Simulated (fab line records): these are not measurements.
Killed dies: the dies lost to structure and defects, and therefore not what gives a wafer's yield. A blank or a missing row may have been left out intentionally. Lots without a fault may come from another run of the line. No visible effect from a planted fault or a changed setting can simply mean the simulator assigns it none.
Comparing a struck lot with a sound one / flow sky130 / 15 out of 708 route steps
Sound: wafers L101.3, L101.4, L101.6. Wafers L999.1, L999.2, L999.3 were the ones struck. The cause is given at the end.
Each step with rows lists, per side, the tool, then ch with its chambers, then its first start. Under that, the readings that differ: sound wafers / struck wafers / difference of the means / sigmas: that difference in standard deviations of wafers without a fault.
alike: readings whose means differ by less than 2 such deviations, and words and numbers that are the same on both sides. not compared: withheld readings, readings that some wafer has no value for, bounds like >300 that may hide the same value, and numbers for which the record gives no deviation and whose values overlap.
The two part at a step that has a row with sigmas, a row that says differs or no value, or rows on one side only. Numbers that have no deviation but don't overlap get no sigmas and don't part them. A reading missing from all wafers of one side parts the sides only when that side holds two or more wafers.

first, 4 steps without rows for these wafers: SKY_PWDE_SOFTBAKE_03; SKY_PWDE_EXPOSE_04 (exposes mask PWDEM, target cd 840 nm); SKY_PWDE_PEB_05; SKY_PWDE_DEVELOP_06 (develop time 60 s).
SKY_PWDE_OVL_MEAS_07:
  struck on overlay-01, day 7 02:21; sound on overlay-02, day 7 13:40
  alike: PWDE_OVL
next, for these wafers, 1 step has no rows: SKY_PWDE_IMPLANT_08.
SKY_PWDE_STRIP_09: strips in O2/N2.
  sound on plasma-asher-02 ch 0,1, day 7 13:52; struck on plasma-asher-03 ch 0,1, day 7 02:32
  alike: drypump-motor-current-A, oes-product-au, strip-time-to-endpoint-s
  not compared: rf-hours-counter-h
SKY_PWDE_TW_MEAS_10:
  struck on film-metro-03, day 7 02:38; sound on film-metro-04, day 7 13:57
  alike: PWDE_TW
then, 4 steps without rows for these wafers: SKY_NWELL_DEHYDRATE_03 (time 60 s); SKY_NWELL_HMDS_04 (prime time 60 s); SKY_NWELL_COAT_05 (resist thk 3000 nm); SKY_NWELL_SOFTBAKE_06.
SKY_NWELL_EXPOSE_07: exposes mask NWM, target cd 840 nm.
  sound on iline-stepper-02 ch 0, day 8 00:10; struck on iline-stepper-01 ch 0, day 7 12:27
reading=exposure-dose-mJ-cm2; sound=255.23 255.07 255.36; struck=287.90 288.35 288.31; difference=+32.97; sigmas=+99 or more
  alike: mask
next, for these wafers, 1 step has no rows: SKY_NWELL_PEB_08.
-- the record jumps here: 42 days lie between the struck wafers' starts before and after (it left off in module NWELL and takes up again in module PAD_OPEN, whose first step shown is number 708 of the route) --
SKY_PAD_OPEN_PROBE_99:
  struck on prober-02, day 49 05:40; sound on prober-01, day 49 16:20
reading=model.etest.res-nwell.width-nm (nm); sound=837.6 839.6 835.3; struck=865.1 865.5 864.4; difference=+27.5; sigmas=
  alike: killed_at_M0_to_M3, killed_at_M4_up, killed-at-contacts, killed-at-front-end, killed-at-other, killed-dies, killed-on-rim, killed-open, killed-short
  not compared: model.etest.res-iso-pwell.width-nm

== WHERE THEY PART ==
At SKY_NWELL_EXPOSE_07 and nowhere else, as far as this record goes. Later steps at which nothing parts them and some readings are alike: SKY_PAD_OPEN_PROBE_99.

WHY: whatever the simulator had introduced
Process parameter drift: iline-stepper-01, from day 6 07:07 on, at SKY_NWELL_EXPOSE_07. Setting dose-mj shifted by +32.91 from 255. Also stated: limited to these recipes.
